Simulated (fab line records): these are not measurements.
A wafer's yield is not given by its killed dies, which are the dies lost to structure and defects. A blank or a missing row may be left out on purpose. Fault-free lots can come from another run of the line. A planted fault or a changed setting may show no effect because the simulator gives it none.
What tool caused it? ; flow sky130 ; 10 lots, 30 wafers sampled, at 1 step of a route of 708

## WHAT THE GAUGES SHOWED, per wafer
SKY_METAL1_CD_MEAS_15 targets a cd of 140 nm.
lot;measured;on;cd_nm (nm)
L172;day 33 11:28;cd_sem-01;141.6 140.0 141.3
L173;day 34 05:06;cd_sem-01;140.6 138.9 139.2
L176;day 35 05:07;cd_sem-02;140.6 142.0 141.4
L178;day 35 19:52;cd_sem-02;141.9 142.4 140.2
L181;day 37 07:38;cd_sem-02;138.1 139.6 140.5
L184;day 37 13:03;cd_sem-02;142.7 142.0 143.4
L186;day 38 07:35;cd_sem-02;140.7 142.0 142.1
L189;day 39 09:56;cd_sem-01;139.6 140.1 141.8
L191;day 39 21:04;cd_sem-02;142.1 140.1 141.1
L192;day 39 22:52;cd_sem-01;141.9 141.2 140.8

## WHAT TOOL EACH LOT RAN ON (gives the tool, then ch and the chambers of the sampled wafers, and finally the start)
Record: no process step prior to these readings.

## THE ANSWER, worked out from the rows above alone
Rule: the lots themselves supply what counts as usual. The widest of any qualifying gaps counts: lots, ordered by their means at a reading, are off when they make up no more than a third of the lots, leave a main group of 4 or more, and stand apart from it by 3 or more times the standard deviation of that group's means. Not used: any main group whose means are identical at the precision the tables above print for the reading. Also off: a lot with no number at a reading for which 4 or more lots have one. Any other lot the step has rows for is counted as sound.
Nothing can be told from this: no lot is off at any reading shown.

## WHAT THE SIMULATOR HAD INSERTED
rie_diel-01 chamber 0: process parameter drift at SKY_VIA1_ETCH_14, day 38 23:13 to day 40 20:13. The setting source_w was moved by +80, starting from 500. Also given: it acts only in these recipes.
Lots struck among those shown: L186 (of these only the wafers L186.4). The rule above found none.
